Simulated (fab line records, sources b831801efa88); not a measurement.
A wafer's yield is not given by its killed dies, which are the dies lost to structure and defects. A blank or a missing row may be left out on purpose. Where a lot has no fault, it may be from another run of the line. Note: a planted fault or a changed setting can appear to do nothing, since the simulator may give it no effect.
Problem report in the 8D (eight disciplines) form, filled by code | flow gf180mcu | the parts of the form that need people (team, actions taken, sign-off) are left out

## 1. PROBLEM STATEMENT
SAB_CVD_00_THK at GF_SAB_THK_MEAS_01 reads a mean of 60.0 nm on 2 wafers of 1 lot; wafers without a fault read 49.9 nm with a standard deviation of 0.64. That puts it +16 standard deviations away from the usual mean.
Earliest sighting: wafer L965.3 on film metro-02 at day 20 15:36. Wafers with a number at this step in the record: 39, from 13 lots. The rule behind "out" and "out of limits": a value lying over 4 standard deviations away from the usual mean. Any other wafer with a number is counted as sound.

## 2. WHAT IT IS, AND WHAT IT ISN'T
question                    | is                | is not
which readings at this step | SAB_CVD_00_THK    | -
which lots                  | L965              | L948, L952, L954, L957, L959, L962, L963, L964, L967, L968, L969, L970
which wafers of those lots  | L965.3, L965.6    | L965.4
read on which gauges        | film metro-02     | film metro-01, film metro-03
when                        | from day 20 15:36 | up to then (25 sound wafers); but 12 sound wafers of L967, L968, L969, L970 came after

## 3. WHAT RULES OUT EACH SUSPECT
Counting: if a tool at a process step up to the reading ran every lot that is out, it stays a suspect. Sound lots after the first of them don't rule it out here, since some wafers of a struck lot are sound.
- the gauge at GF_SAB_THK_MEAS_01: kept. All the wafers that are out were read on film metro-02, and no step on other tools shows them out.
- plasma asher-02 at GF_NSD_STRIP_11 (strips in O2/N2): kept. The lot that is out, L965, ran on it at day 19 14:59; the last sound lot it ran before that was L964, at day 19 04:58.
- pecvd-03 at GF_SAB_CVD_00 (deposits SiO2 from TEOS, target thk 50 nm, time 4.9302 s): kept. The lot that is out, L965, ran on it at day 20 15:34; the last sound lot it ran before that was L963, at day 19 22:04.
- The sound lot-mates ran in chamber 0 of plasma asher-02 at GF_NSD_STRIP_11, but the wafers that are out ran in chamber 1.
- The sound lot-mates ran in chamber 1 of pecvd-03 at GF_SAB_CVD_00, but the wafers that are out ran in chamber 0.
Left after counting: plasma asher-02 at GF_NSD_STRIP_11, pecvd-03 at GF_SAB_CVD_00, film metro-02 at GF_SAB_THK_MEAS_01.

## 4. THE CAUSE (what the simulator had put in)
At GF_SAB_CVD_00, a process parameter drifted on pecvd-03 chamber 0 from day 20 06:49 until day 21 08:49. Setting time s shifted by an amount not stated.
3 suspects survive the count, and this tool is in that group.

## 5. SEQUENCE OF EFFECTS, ordered by route
Each row: a reading whose mean over the struck wafers that have a number lies more than 3 standard deviations from the usual. Only readings for which the record gives a usual standard deviation are gone through. hours: the time from each lot's start at the first step in this table that gives one to its start at this step, as a median over the lots. sigmas: the change in usual standard deviations.
hours | step               | reading        | usual   | on struck wafers | change | sigmas
0     | GF_SAB_THK_MEAS_01 | SAB_CVD_00_THK | 49.9 nm | 60.0             | +10.1  | +16
Later measuring or inspecting steps at which every struck wafer that the step has a row for has a number for every such reading, and none has moved that far: GF_SAB_OVL_MEAS_10.

## 6. WHAT WOULD HAVE CAUGHT IT SOONER
9 hours passed between the start of the fault at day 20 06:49 and the first reading out of limits at a measuring or inspecting step in this record, taken at day 20 15:36.
An alarm limit of 4 standard deviations would not have fired on the tool readings at GF_SAB_CVD_00 for which the record gives a usual standard deviation, since none of them was out on any struck wafer.
The start of GF_SAB_CVD_00 on pecvd-03 came by day 20 15:36 for every one of the lots that are out (1). Tool hold at that time: it would have spared none of them.
